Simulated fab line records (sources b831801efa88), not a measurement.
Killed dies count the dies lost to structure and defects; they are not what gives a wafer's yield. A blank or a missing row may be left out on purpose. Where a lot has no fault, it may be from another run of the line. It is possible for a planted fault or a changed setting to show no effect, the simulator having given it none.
2 desks, one fault	flow gf180mcu	only its own numbers are on each desk; what lay behind them is given at the end

## THE TOOL OWNER'S DESK: cvd w-02
The tool's own readings at GF_V3_CVD_23 (deposits W, target thk 350 nm, time 104.9 s): means of the sampled wafers that have a number, for each lot that ran on this tool. Marked OUT: a lot whose mean sits more than 4 standard deviations from the usual mean, which makes it out of limits; the brackets give that distance.
Columns: A = heater power w at GF_V3_CVD_23, usual 919 W
lot	first seen here	A
L625	day 22 06:49	1005
L632	day 24 16:10	886
L633	day 25 01:16	839
L635	day 25 13:32	831
L644	day 28 08:26	901
L643	day 28 09:56	946
L645	day 28 15:07	894
L646	day 28 23:22	935
L647	day 29 01:59	932
This desk found nothing out of limits on any of the 9 lots.

## THE METROLOGY DESK
Means of the sampled wafers that have a number, per lot and without regard to the tool the lot ran on: this is what the gauges read. Marked OUT: a lot whose mean sits more than 4 standard deviations from the usual mean, which makes it out of limits; the brackets give that distance.
Columns: A = M3_ALCU_RS at GF_M3_RS_MEAS_05, usual 0.0697 ohm/sq; B = V3_BOW at GF_V3_BOW_MEAS_05, usual 116 um; C = V3_W_RS at GF_V3_RS_MEAS_24, usual 0.325 ohm/sq; D = V3_W_THK at GF_V3_THK_MEAS_25, usual 349 nm
lot	first seen here	A	B	C	D
L625	day 20 03:33	0.0701	112	0.321	345
L628	day 21 03:27	0.0697	115	0.327	346
L629	day 21 14:34	0.0697	115	0.325	348
L630	day 21 20:40	0.0695	114	0.321	358
L632	day 22 17:45	0.0699	114	0.327	350
L633	day 23 03:06	0.0684	118	0.316	366
L635	day 23 16:44	0.0688	125	0.318	358
L644	day 26 13:23	0.0700	113	0.328	350
L643	day 26 15:16	0.0700	117	0.324	352
L645	day 26 20:23	0.0694	112	0.325	349
L646	day 27 05:22	0.0694	118	0.325	352
L647	day 27 07:55	0.0696	123	0.328	352
This desk found nothing out of limits on any of the 12 lots.

## TAKEN TOGETHER
The desk of the tool owner found nothing out of limits.
The metrology desk saw nothing out of limits.

## WHAT THE SIMULATOR HAD INSERTED
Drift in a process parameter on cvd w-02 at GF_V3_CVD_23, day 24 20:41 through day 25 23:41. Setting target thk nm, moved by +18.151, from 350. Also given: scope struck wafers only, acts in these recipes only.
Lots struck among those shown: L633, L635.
